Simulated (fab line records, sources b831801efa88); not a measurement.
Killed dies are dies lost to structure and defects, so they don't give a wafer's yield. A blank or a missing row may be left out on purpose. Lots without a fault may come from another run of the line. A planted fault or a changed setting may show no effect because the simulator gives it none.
Which tool did it? | flow gf180mcu | 6 lots, 18 wafers sampled, at 2 steps of a route of 602

WHAT THE GAUGES READ, wafer by wafer
GF_V1_THK_MEAS_01.
lot  | measured     | on            | V1_CVD_00_THK (nm)
L861 | day 20 06:04 | film_metro-04 | 610 615 604
L865 | day 21 18:05 | film_metro-03 | 607 602 600
L868 | day 22 19:16 | film_metro-01 | 596 608 597
L872 | day 23 21:52 | film_metro-01 | 610 600 608
L874 | day 24 17:09 | film_metro-01 | 597 609 595
L876 | day 25 10:27 | film_metro-01 | 590 603 602

WHICH TOOL RAN EACH LOT (tool, then ch and the chambers of the sampled wafers, then the start)
lot  | GF_M1_METAL_ETCH_16
L861 | rie_metal-03 ch 0,1, day 20 05:20
L865 | rie_metal-01 ch 0,1, day 21 17:22
L868 | rie_metal-04 ch 0,1, day 22 18:25
L872 | rie_metal-04 ch 0,1, day 23 21:08
L874 | rie_metal-03 ch 0,1, day 24 16:26
L876 | rie_metal-03 ch 0,1, day 25 09:41
- GF_M1_METAL_ETCH_16: etches the open film in Cl2/BCl3, stops on SiO2, target depth 627.5 nm, time 104.6 s.

THE ANSWER, worked out from the rows above alone
Rule: what is usual is taken from the lots themselves. Put in order of their means at a reading, lots are off if they are a third of the lots or fewer, leave a main group of 4 or more, and stand apart from it by a gap of 3 or more times the standard deviation of the main group's means; of several such gaps the widest counts. A main group whose means are all the same, to the digits that the tables above print for the reading, isn't used. A lot without any number at a reading at which 4 lots or more have one is off too. The other lots that the step has rows for count as sound.
No lot is off at any reading shown: from this, nothing can be told.

WHAT THE SIMULATOR HAD PUT IN
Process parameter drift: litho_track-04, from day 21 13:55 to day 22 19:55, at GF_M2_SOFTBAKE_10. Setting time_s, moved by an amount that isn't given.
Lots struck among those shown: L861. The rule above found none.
